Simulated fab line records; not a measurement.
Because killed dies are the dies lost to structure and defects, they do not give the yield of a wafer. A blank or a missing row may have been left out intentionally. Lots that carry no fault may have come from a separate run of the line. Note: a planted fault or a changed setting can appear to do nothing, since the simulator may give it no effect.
Problem report, 8D (eight disciplines) form, completed by code -- flow gf180mcu -- the parts of the form that need people (team, actions taken, sign-off) are left out

== 1. WHAT WENT WRONG ==
At GF_MIM_SPUTTER_04, chamberPressurePa averages 0.3660 Pa over 9 wafers from 3 lots, while fault-free wafers read 0.3999 Pa, standard deviation 0.00088. Relative to the usual mean, that is a shift of -38 standard deviations.
The step: material TiN, target thk 50 nm, time 41.7 s.
Earliest sighting: wafer L750.3 on pvdSputter-01 at day 27 16:03. The record holds 39 wafers of 13 lots with a number at this step. By rule, "out" or "out of limits" means more than 4 standard deviations away from the usual mean. All remaining wafers that have a number are taken as sound.

== 2. WHAT IT IS; WHAT IT IS NOT ==
question,is,is not
which readings at this step,chamberPressurePa,-
which lots,"L750, L751, L752","L740, L741, L742, L743, L745, L746, L747, L761, L762, L763"
which wafers of those lots,all that have a number,-
read on which tools,pvdSputter-01,"pvdSputter-02, pvdSputter-03"
when,from day 27 16:03,"up to then (21 sound wafers); but 9 sound wafers of L761, L762, L763 came after"

== 3. SUSPECTS, AND WHAT RULES EACH OUT ==
Counting: a tool at any process step up to the reading remains a suspect when it ran all the lots that are out and ran no sound lot after the first of those.
- pvdSputter-01 at GF_MIM_SPUTTER_00 (material Ti, target thk 37.5 nm, time 150 s): kept. It ran every lot that is out, first L750 (day 27 15:52), and no sound lot after that; its last sound lot up to then is L746 (day 26 14:41).
- pvdSputter-01 at GF_MIM_SPUTTER_04 (material TiN, target thk 50 nm, time 41.7 s): kept. It ran every lot that is out, first L750 (day 27 16:03), and no sound lot after that; its last sound lot up to then is L746 (day 26 14:52). On those wafers its own readings are out: chamberPressurePa.
Remaining after the count are pvdSputter-01 at GF_MIM_SPUTTER_00 and pvdSputter-01 at GF_MIM_SPUTTER_04.

== 4. THE CAUSE (what the simulator had put in) ==
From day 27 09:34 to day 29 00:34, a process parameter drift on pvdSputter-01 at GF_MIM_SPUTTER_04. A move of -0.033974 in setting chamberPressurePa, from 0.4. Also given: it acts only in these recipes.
2 suspects survive the count, and this tool is in that group.

== 5. SEQUENCE OF EFFECTS, ordered by route ==
Rows list readings where the struck wafers' mean (over those with a number) sits beyond 3 standard deviations from the usual. Only readings whose record carries a usual standard deviation are examined. hours: median over the lots of the time between each lot's start at the first step of this table that gives one and its start at this step. sigmas: the change, counted in usual standard deviations.
hours,step,reading,usual,on struck wafers,change,sigmas
0,GF_MIM_SPUTTER_04,chamberPressurePa,0.3999 Pa,0.3660,-0.0339,-38
Here are the process steps it includes:
- GF_MIM_SPUTTER_04: material TiN, target thk 50 nm, time 41.7 s.

== 6. WHAT WOULD HAVE CAUGHT IT SOONER ==
In this record the first reading out of limits was taken at day 27 16:03, 6 hours after the fault began at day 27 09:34.
